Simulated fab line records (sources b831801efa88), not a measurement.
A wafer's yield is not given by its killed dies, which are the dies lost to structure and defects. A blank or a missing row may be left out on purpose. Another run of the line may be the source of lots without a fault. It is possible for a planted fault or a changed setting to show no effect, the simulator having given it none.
fab line records -- flow gf180mcu
record: lots: 14, wafers: 42, last_day: 34
route steps=602 shown M3@415 V4@481 V5@541
lots untouched by any fault: they come from a run of this same line in which no faults occurred
start_h: hours from the record's first day to the start of the lot's first wafer shown -- wait_h: how many hours have passed since the lot's step before this one -- " same as the row above -- L1.1+2: a row that stands for several wafers -- - no value, or no start given -- * or withheld: withheld -- < > ~ a bound
route shown NAME@n: a module of which the file shows steps, and the number in the route of the first -- usual: mean/standard deviation of fault-free wafers -- same: alike in all rows -- chamber/n: place in a boat -- sites: readings site by site -- _std_site: their standard deviation -- _edge_site: inner sites' mean taken away from outer sites' mean -- radius_mm: how far each site lies from the wafer's centre -- mask NAME#n: copy n -- behind: the most recent tool/chamber to have shaped the wafer -- hold: cause of the lot's hold/its duration in hours/its outcome -- device: names the non-switching transistor (n, p or np) -- end of line: the same wafers' tests at the end of the route -- step lacking rows: just its recipe -- killed: dies lost to structure and defects at the first sort, not the wafer's yield -- map: the dies of a wafer, with x for killed, . for not killed, _ for no die there
set.NAME: the run value of the setting; set.NAME@STEP: its run value at that earlier step -- model.NAME: the simulator's own value behind a step, which no gauge read
route steps across a sampled set of lots; one table per step, one row per wafer
== steps ==
step: GF_M3_THK_MEAS_06
recipe: thk_meas_gauge: xrf, reads: AlCu_of_M3_SPUTTER_02
usual: M3_ALCU_THK: 453/4.8
lot.wafer,tool,chamber,start_h,wait_h,M3_ALCU_THK[nm]
L227.3,film_metro-04,-,474.69,0.1,456
L227.5,film_metro-04,-,474.69,0.1,455
L227.6,film_metro-04,-,474.69,0.1,453
L228.1,film_metro-01,-,482.46,0.1,461
L228.2,film_metro-01,-,482.46,0.1,459
L228.3,film_metro-01,-,482.46,0.1,456
L230.1,film_metro-01,-,503.28,0.1,460
L230.3,film_metro-01,-,503.28,0.1,459
L230.5,film_metro-01,-,503.28,0.1,459
L232.3,film_metro-01,-,515.30,0.1,461
L232.4,film_metro-01,-,515.30,0.1,460
L232.6,film_metro-01,-,515.30,0.1,458
L235.3,film_metro-04,-,545.89,0.1,449
L235.5,film_metro-04,-,545.89,0.1,446
L235.6,film_metro-04,-,545.89,0.1,446
L237.1,film_metro-03,-,561.86,0.1,445
L237.2,film_metro-03,-,561.86,0.1,448
L237.3,film_metro-03,-,561.86,0.1,446
L238.1,film_metro-01,-,575.60,0.1,450
L238.2,film_metro-01,-,575.60,0.1,454
L238.3,film_metro-01,-,575.60,0.1,453
L239.1,film_metro-04,-,579.26,0.1,453
L239.2,film_metro-04,-,579.26,0.1,454
L239.4,film_metro-04,-,579.26,0.1,447
L240.1,film_metro-04,-,586.60,0.1,453
L240.3,film_metro-04,-,586.60,0.1,449
L240.5,film_metro-04,-,586.60,0.1,457
L241.1,film_metro-04,-,591.64,0.1,446
L241.2,film_metro-04,-,591.64,0.1,450
L241.6,film_metro-04,-,591.64,0.1,445
L246.1,film_metro-03,-,631.91,0.1,450
L246.2,film_metro-03,-,631.91,0.1,451
L246.3,film_metro-03,-,631.91,0.1,453
L247.1,film_metro-03,-,636.91,0.1,451
L247.4,film_metro-03,-,636.91,0.1,451
L247.6,film_metro-03,-,636.91,0.1,449
L248.1,film_metro-03,-,640.76,0.1,459
L248.3,film_metro-03,-,640.76,0.1,459
L248.5,film_metro-03,-,640.76,0.1,459
L249.3,film_metro-03,-,649.44,0.1,450
L249.4,film_metro-03,-,649.44,0.1,447
L249.6,film_metro-03,-,649.44,0.1,448
step: GF_V4_BOW_MEAS_05
recipe: mode: bow
usual: V4_BOW: 134/10
lot.wafer,tool,chamber,start_h,wait_h,V4_BOW[um]
L227.3,film_metro-02,-,549.73,0.1,141
L227.5,film_metro-02,-,549.73,0.1,149
L227.6,film_metro-02,-,549.73,0.1,139
L228.1,film_metro-04,-,556.49,0.1,125
L228.2,film_metro-04,-,556.49,0.1,130
L228.3,film_metro-04,-,556.49,0.1,136
L230.1,film_metro-04,-,576.19,0.2,125
L230.3,film_metro-04,-,576.19,0.2,140
L230.5,film_metro-04,-,576.19,0.2,133
L232.3,film_metro-01,-,587.95,0.2,136
L232.4,film_metro-01,-,587.95,0.2,139
L232.6,film_metro-01,-,587.95,0.2,156
L235.3,film_metro-01,-,615.80,0.2,129
L235.5,film_metro-01,-,615.80,0.2,131
L235.6,film_metro-01,-,615.80,0.2,131
L237.1,film_metro-02,-,630.21,0.1,154
L237.2,film_metro-02,-,630.21,0.1,133
L237.3,film_metro-02,-,630.21,0.1,133
L238.1,film_metro-02,-,641.98,0.1,131
L238.2,film_metro-02,-,641.98,0.1,126
L238.3,film_metro-02,-,641.98,0.1,129
L239.1,film_metro-01,-,645.63,0.1,140
L239.2,film_metro-01,-,645.63,0.1,136
L239.4,film_metro-01,-,645.63,0.1,142
L240.1,film_metro-01,-,652.44,0.2,130
L240.3,film_metro-01,-,652.44,0.2,132
L240.5,film_metro-01,-,652.44,0.2,135
L241.1,film_metro-02,-,657.42,0.1,129
L241.2,film_metro-02,-,657.42,0.1,142
L241.6,film_metro-02,-,657.42,0.1,134
L246.1,film_metro-04,-,693.64,0.2,138
L246.2,film_metro-04,-,693.64,0.2,129
L246.3,film_metro-04,-,693.64,0.2,138
L247.1,film_metro-02,-,699.14,0.1,151
L247.4,film_metro-02,-,699.14,0.1,153
L247.6,film_metro-02,-,699.14,0.1,154
L248.1,film_metro-01,-,703.66,0.1,127
L248.3,film_metro-01,-,703.66,0.1,142
L248.5,film_metro-01,-,703.66,0.1,130
L249.3,film_metro-04,-,710.92,0.2,137
L249.4,film_metro-04,-,710.92,0.2,134
L249.6,film_metro-04,-,710.92,0.2,140
step: GF_V4_PEB_12
recipe: peb_temp_c: 135, peb_time_s: 90, resist: KrF
usual: chill_plate_temp_C: 22.99/0.097, exhaust_pa: 45.1/0.89, resist_line_temp_C: 22.97/0.097
lot.wafer,tool,chamber,start_h,wait_h,chill_plate_temp_C,exhaust_pa,resist_line_temp_C
L227.3,litho_track-02,0,571.88,-,23.07,44.5,23.00
L227.5,litho_track-02,0,571.88,-,23.04,43.6,23.01
L227.6,litho_track-02,0,571.88,-,22.91,44.2,23.09
L228.1,litho_track-04,0,578.71,-,22.94,45.9,23.00
L228.2,litho_track-04,0,578.71,-,23.11,44.2,22.96
L228.3,litho_track-04,0,578.71,-,22.81,44.3,22.91
L230.1,litho_track-02,0,597.96,-,22.85,46.0,22.92
L230.3,litho_track-02,0,597.96,-,23.04,46.9,22.90
L230.5,litho_track-02,0,597.96,-,22.93,47.1,22.84
L232.3,litho_track-02,0,608.88,-,23.08,45.3,23.02
L232.4,litho_track-02,0,608.88,-,22.89,44.5,23.06
L232.6,litho_track-02,0,608.88,-,23.04,45.7,23.07
L235.3,litho_track-04,0,636.32,-,23.10,44.5,23.03
L235.5,litho_track-04,0,636.32,-,22.92,44.9,23.05
L235.6,litho_track-04,0,636.32,-,22.98,46.4,23.03
L237.1,litho_track-04,-,650.10,-,-,-,-
L237.2,litho_track-04,-,650.10,-,-,-,-
L237.3,litho_track-04,-,650.10,-,-,-,-
L238.1,litho_track-02,-,661.31,-,-,-,-
L238.2,litho_track-02,-,661.31,-,-,-,-
L238.3,litho_track-02,-,661.31,-,-,-,-
L239.1,litho_track-04,0,664.90,-,23.07,45.0,23.13
L239.2,litho_track-04,0,664.90,-,22.93,46.2,23.13
L239.4,litho_track-04,0,664.90,-,23.09,44.3,23.07
L240.1,litho_track-01,0,671.31,-,23.04,45.5,22.91
L240.3,litho_track-01,0,671.31,-,22.94,44.1,22.97
L240.5,litho_track-01,0,671.31,-,23.08,44.8,22.86
L241.1,litho_track-01,0,676.66,-,23.13,45.1,22.92
L241.2,litho_track-01,0,676.66,-,23.03,44.9,22.98
L241.6,litho_track-01,0,676.66,-,23.12,44.9,22.89
L246.1,litho_track-02,0,711.71,-,23.03,45.8,23.00
L246.2,litho_track-02,0,711.71,-,22.91,44.5,23.04
L246.3,litho_track-02,0,711.71,-,23.00,46.0,23.14
L247.1,litho_track-01,0,716.56,-,23.09,44.4,23.11
L247.4,litho_track-01,0,716.56,-,22.92,44.2,23.04
L247.6,litho_track-01,0,716.56,-,22.98,44.1,22.90
L248.1,litho_track-02,0,721.01,-,23.00,45.9,23.00
L248.3,litho_track-02,0,721.01,-,23.01,44.7,23.10
L248.5,litho_track-02,0,721.01,-,22.96,44.9,22.88
L249.3,litho_track-02,0,727.97,-,23.01,45.2,23.03
L249.4,litho_track-02,0,727.97,-,23.04,46.5,22.91
L249.6,litho_track-02,0,727.97,-,22.90,46.4,22.88
step: GF_V5_THK_MEAS_01
recipe: reads: SiO2_of_V5_CVD_00
usual: V5_CVD_00_THK: 299.8/2.6
lot.wafer,tool,chamber,start_h,wait_h,V5_CVD_00_THK[nm]
L227.3,film_metro-01,-,617.15,0.0,299.5
L227.5,film_metro-01,-,617.15,0.0,299.4
L227.6,film_metro-01,-,617.15,0.0,301.8
L228.1,film_metro-03,-,624.39,0.0,298.4
L228.2,film_metro-03,-,624.39,0.0,299.5
L228.3,film_metro-03,-,624.39,0.0,294.6
L230.1,film_metro-02,-,643.06,0.0,300.5
L230.3,film_metro-02,-,643.06,0.0,299.4
L230.5,film_metro-02,-,643.06,0.0,302.5
L232.3,film_metro-03,-,653.21,0.0,301.0
L232.4,film_metro-03,-,653.21,0.0,300.5
L232.6,film_metro-03,-,653.21,0.0,304.1
L235.3,film_metro-01,-,678.51,0.0,300.3
L235.5,film_metro-01,-,678.51,0.0,295.4
L235.6,film_metro-01,-,678.51,0.0,301.8
L239.1,film_metro-02,-,707.02,0.0,298.7
L239.2,film_metro-02,-,707.02,0.0,299.1
L239.4,film_metro-02,-,707.02,0.0,298.7
L240.1,film_metro-03,-,712.16,0.0,298.6
L240.3,film_metro-03,-,712.16,0.0,296.8
L240.5,film_metro-03,-,712.16,0.0,302.8
L241.1,film_metro-03,-,716.54,0.0,296.5
L241.2,film_metro-03,-,716.54,0.0,302.3
L241.6,film_metro-03,-,716.54,0.0,300.2
L246.1,film_metro-03,-,749.27,0.0,302.9
L246.2,film_metro-03,-,749.27,0.0,302.1
L246.3,film_metro-03,-,749.27,0.0,305.9
L247.1,film_metro-03,-,754.57,0.0,299.1
L247.4,film_metro-03,-,754.57,0.0,300.6
L247.6,film_metro-03,-,754.57,0.0,301.1
L248.1,film_metro-02,-,758.60,0.0,303.4
L248.3,film_metro-02,-,758.60,0.0,301.3
L248.5,film_metro-02,-,758.60,0.0,299.1
L249.3,film_metro-03,-,765.19,0.0,294.1
L249.4,film_metro-03,-,765.19,0.0,295.8
L249.6,film_metro-03,-,765.19,0.0,294.7
== key ==
first_sign: step: GF_V4_PEB_12, reading: tool_record, direction: missing
effect none on later readings
met_at GF_V4_PEB_12
struck_lots L237,L238
later_rows_left_out L237.1,L237.2,L237.3,L238.1,L238.2,L238.3
sort_left_out L237.1,L237.2,L237.3,L238.1,L238.2,L238.3
not_acting_at GF_M3_THK_MEAS_06,GF_V4_BOW_MEAS_05,GF_V5_THK_MEAS_01
onset_between 636.32 650.10
fault: kind: skipped_step_whole, tool: litho_track-02,litho_track-04, chamber: -, onset_h: 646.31, steps: GF_V4_PEB_12, scope: struck_lots_only
sort_left_out: the simulated sort isn't trusted on such a fault, so these wafers' sort isn't shown, and their yield isn't known
later_rows_left_out: the simulator's readings of these wafers behind a module that went badly wrong aren't trusted and aren't shown, but for the sort
